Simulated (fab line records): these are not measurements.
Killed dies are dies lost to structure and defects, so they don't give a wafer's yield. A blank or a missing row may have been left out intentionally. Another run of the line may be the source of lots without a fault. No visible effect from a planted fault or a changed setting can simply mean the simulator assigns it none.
What tool caused it? ; flow gf180mcu ; Sampling: 15 lots, 45 wafers, 4 of 602 route steps

== WHAT THE GAUGES SHOWED, per wafer ==
GF_V5_THK_MEAS_01. Usual: V5_CVD_00_THK typically reads 300.5 nm, with standard deviation 2.8.
lot;measured;on;V5_CVD_00_THK (nm);flag
L868;day 26 19:07;film_metro-02;303.7 298.7 305.0;
L869;day 27 05:53;film_metro-04;304.5 301.1 298.8;
L870;day 27 12:16;film_metro-03;298.3 300.3 299.0;
L872;day 28 05:08;film_metro-04;299.7 300.5 306.2;
L873;day 28 11:20;film_metro-04;304.1 304.0 303.0;
L878;day 30 04:49;film_metro-04;299.9 305.3 298.6;
L879;day 30 06:42;film_metro-02;297.5 298.3 298.9;
L880;day 30 14:35;film_metro-02;299.2 295.4 302.6;
L881;day 30 18:38;film_metro-04;297.2 301.8 300.1;
L882;day 31 05:34;film_metro-02;301.4 305.3 304.2;
L883;day 31 12:28;film_metro-04;300.7 299.7 302.5;
L886;day 32 05:25;film_metro-04;296.1 298.8 295.9;
L887;day 32 08:46;film_metro-02;300.9 299.3 300.8;
L889;day 32 22:14;film_metro-03;298.5 295.8 300.8;
L890;day 33 03:47;film_metro-02;297.9 296.2 298.7;

GF_V5_CD_MEAS_14: the cd target is 260 nm. Usual: cd_nm reads 259.6 nm (standard deviation 1.1).
lot;measured;on;cd_nm (nm);flag
L868;day 27 15:37;cd_sem-02;259.2 258.9 258.1;
L869;day 28 02:33;cd_sem-02;260.5 258.8 258.8;
L870;day 28 08:21;cd_sem-01;259.5 259.8 258.2;
L872;day 29 01:06;cd_sem-01;259.8 260.8 260.1;
L873;day 29 07:32;cd_sem-01;260.5 260.6 259.5;
L878;day 30 23:22;cd_sem-01;259.5 258.2 257.0;
L879;day 31 01:19;cd_sem-02;262.1 260.8 261.0;
L880;day 31 09:46;cd_sem-02;260.2 260.9 261.1;
L881;day 31 13:17;cd_sem-01;- - -;OFF
L882;day 32 00:01;cd_sem-01;- - -;OFF
L883;day 32 06:34;cd_sem-01;- - -;OFF
L886;day 32 22:52;cd_sem-01;260.7 261.2 260.5;
L887;day 33 02:13;cd_sem-01;259.5 259.1 259.3;
L889;day 33 14:32;cd_sem-01;258.9 260.1 260.0;
L890;day 33 20:17;cd_sem-01;258.6 259.1 259.1;

== TOOL THAT RAN EACH LOT (tool first, then ch and the chambers of the sampled wafers, then the start) ==
lot;GF_V5_CVD_02;GF_V5_DEVELOP_13
L868;pecvd-02 ch 0,1,2, day 26 19:11;litho_track-02 ch 0, day 27 15:28
L869;pecvd-04 ch 0,1, day 27 05:56;litho_track-03 ch 0, day 28 02:25
L870;pecvd-01 ch 1,2, day 27 12:19;litho_track-01 ch 0, day 28 08:12
L872;pecvd-01 ch 0,1,2, day 28 05:11;litho_track-01 ch 0, day 29 00:57
L873;pecvd-02 ch 0,2, day 28 11:23;litho_track-03 ch 0, day 29 07:23
L878;pecvd-02 ch 0,1,2, day 30 04:52;litho_track-01 ch 0, day 30 23:13
L879;pecvd-04 ch 0,1,2, day 30 06:44;litho_track-02 ch 0, day 31 01:10
L880;pecvd-02 ch 0,1, day 30 14:38;litho_track-02 ch 0, day 31 09:37
L881;pecvd-01 ch 0,1,2, day 30 18:43;litho_track-03, day 31 13:10
L882;pecvd-02 ch 0,1,2, day 31 05:37;litho_track-01, day 31 23:52
L883;pecvd-01 ch 0,1,2, day 31 12:32;litho_track-02, day 32 06:25
L886;pecvd-04 ch 0,2, day 32 05:29;litho_track-02 ch 0, day 32 22:43
L887;pecvd-02 ch 0,2, day 32 08:48;litho_track-02 ch 0, day 33 02:04
L889;pecvd-01 ch 0,1,2, day 32 22:17;litho_track-01 ch 0, day 33 14:24
L890;pecvd-01 ch 1,2, day 33 03:50;litho_track-01 ch 0, day 33 20:07
- GF_V5_CVD_02: deposits SiO2 from TEOS, target thk 1450 nm, time 163.28 s.
- GF_V5_DEVELOP_13: develop time 60 s.

== AS READ BY THE TOOLS THEMSELVES (means over the sampled wafers that have a number; for cases with no such wafer, the mark the record gives instead) ==
GF_V5_CVD_02. Usual: heater_power_w 643 W, standard deviation 88; susceptor_temp_C 400.03 C, standard deviation 0.23.
lot;tool;heater_power_w (W);susceptor_temp_C (C);flag
L868;pecvd-02;696;400.10;
L869;pecvd-04;565;399.86;
L870;pecvd-01;599;400.20;
L872;pecvd-01;593;400.26;
L873;pecvd-02;755;399.91;
L878;pecvd-02;673;400.12;
L879;pecvd-04;596;400.31;
L880;pecvd-02;653;399.93;
L881;pecvd-01;588;399.91;
L882;pecvd-02;653;399.92;
L883;pecvd-01;575;400.24;
L886;pecvd-04;688;400.00;
L887;pecvd-02;721;400.04;
L889;pecvd-01;655;399.81;
L890;pecvd-01;607;399.79;

GF_V5_DEVELOP_13. Usual: chill_plate_temp_C reads 23.01 C (standard deviation 0.12).
lot;tool;chill_plate_temp_C (C);flag
L868;litho_track-02;23.11;
L869;litho_track-03;23.10;
L870;litho_track-01;22.89;
L872;litho_track-01;22.89;
L873;litho_track-03;22.93;
L878;litho_track-01;23.02;
L879;litho_track-02;22.99;
L880;litho_track-02;22.83;
L881;litho_track-03;-;OFF
L882;litho_track-01;-;OFF
L883;litho_track-02;-;OFF
L886;litho_track-02;22.92;
L887;litho_track-02;23.09;
L889;litho_track-01;23.12;
L890;litho_track-01;23.02;

== THE ANSWER, worked out from the rows above alone ==
Rule: a lot counts as off when the mean over its wafers that have a number is more than 3 standard deviations away from the usual mean. Also off: a lot with no number at a reading for which 4 or more lots have one. All remaining lots with rows at the step are treated as sound. Order of review: gauges by route order, followed by the tools' own readings, for which a lot's mean as printed above is used. At the first step where some lot is off, the reading lying furthest off is the one used; lots without a number count as furthest.
Off: L881, L882, L883 (GF_V5_CD_MEAS_14, cd_nm). Without a number there: L881, L882, L883.
If a tool, at a process step before that reading, ran all the lots that are off and no sound lot after the first of them, it fits. The gauges at GF_V5_CD_MEAS_14 aren't tried: what is off there is off at GF_V5_DEVELOP_13 too, on other tools, and a gauge's error can't cause that. Not one of the candidates tried fits.

== WHAT THE SIMULATOR HAD PUT IN ==
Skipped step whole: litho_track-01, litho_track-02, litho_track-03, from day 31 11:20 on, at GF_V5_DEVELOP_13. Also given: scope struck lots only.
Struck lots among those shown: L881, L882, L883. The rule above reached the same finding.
